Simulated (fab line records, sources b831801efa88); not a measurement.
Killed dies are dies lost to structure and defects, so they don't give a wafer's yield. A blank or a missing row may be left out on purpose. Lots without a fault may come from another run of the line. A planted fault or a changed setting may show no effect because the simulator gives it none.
Problem report in the 8D (eight disciplines) form, filled by code | flow sfq_line | the parts of the form that need people (team, actions taken, sign-off) are left out

1. THE PROBLEM
heater_power_total_W at SFQ_TRILAYER_L0_VIA_LITHO_PEB_016 reads a mean of 79.93 W on 6 wafers of 2 lots; wafers without a fault read 79.15 W with a standard deviation of 0.074. That is +10 standard deviations from the usual mean.
The step: peb time 60 s.
First seen on wafer L650.1, day 12 11:59, on litho_track-01. The record holds 42 wafers of 14 lots with a number at this step. Rule for "out", or "out of limits": more than 4 standard deviations from the usual mean. The other wafers with a number count as sound.

2. WHAT IT IS AND WHAT IT IS NOT
question                    | is                                 | is not
which readings at this step | heater_power_total_W, plate_temp_C | -
which lots                  | L650, L651                         | L637, L638, L640, L641, L642, L643, L644, L645, L646, L654, L658, L659
which wafers of those lots  | all that have a number             | -
read on which tools         | litho_track-01                     | litho_track-03, litho_track-04
when                        | from day 12 11:59                  | up to then (27 sound wafers); but 9 sound wafers of L654, L658, L659 came after

3. SUSPECTS, AND WHAT RULES EACH OUT
Counting: a tool at a process step up to the reading stays a suspect if it ran every lot that is out and no sound lot after the first of them.
- litho_track-01 at SFQ_TRILAYER_L0_VIA_LITHO_PEB_016 (peb time 60 s): ruled out as a lasting fault. Sound lots L658, L659 ran on it after its first lot that is out, L650 (day 12 11:59).
Left after counting: nothing in the record.

4. THE CAUSE (what the simulator had put in)
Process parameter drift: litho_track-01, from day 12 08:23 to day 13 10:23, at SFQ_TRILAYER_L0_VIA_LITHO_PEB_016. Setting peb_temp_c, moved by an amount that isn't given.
Counting ruled it out, wrongly.

5. THE CHAIN OF EFFECTS, in route order
Each row: a reading whose mean over the struck wafers that have a number lies more than 3 standard deviations from the usual. Only readings for which the record gives a usual standard deviation are gone through. hours: the time from each lot's start at the first step in this table that gives one to its start at this step, as a median over the lots. sigmas: the change in usual standard deviations.
hours | step                              | reading              | usual    | on struck wafers | change | sigmas
0     | SFQ_TRILAYER_L0_VIA_LITHO_PEB_016 | heater_power_total_W | 79.15 W  | 79.93            | +0.78  | +10
0     | SFQ_TRILAYER_L0_VIA_LITHO_PEB_016 | plate_temp_C         | 115.00 C | 115.88           | +0.88  | +6.8
The process steps in it:
- SFQ_TRILAYER_L0_VIA_LITHO_PEB_016: peb time 60 s.

6. WHAT WOULD HAVE CAUGHT IT SOONER
In this record the first reading out of limits was taken at day 12 11:59, 4 hours after the fault began at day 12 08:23.
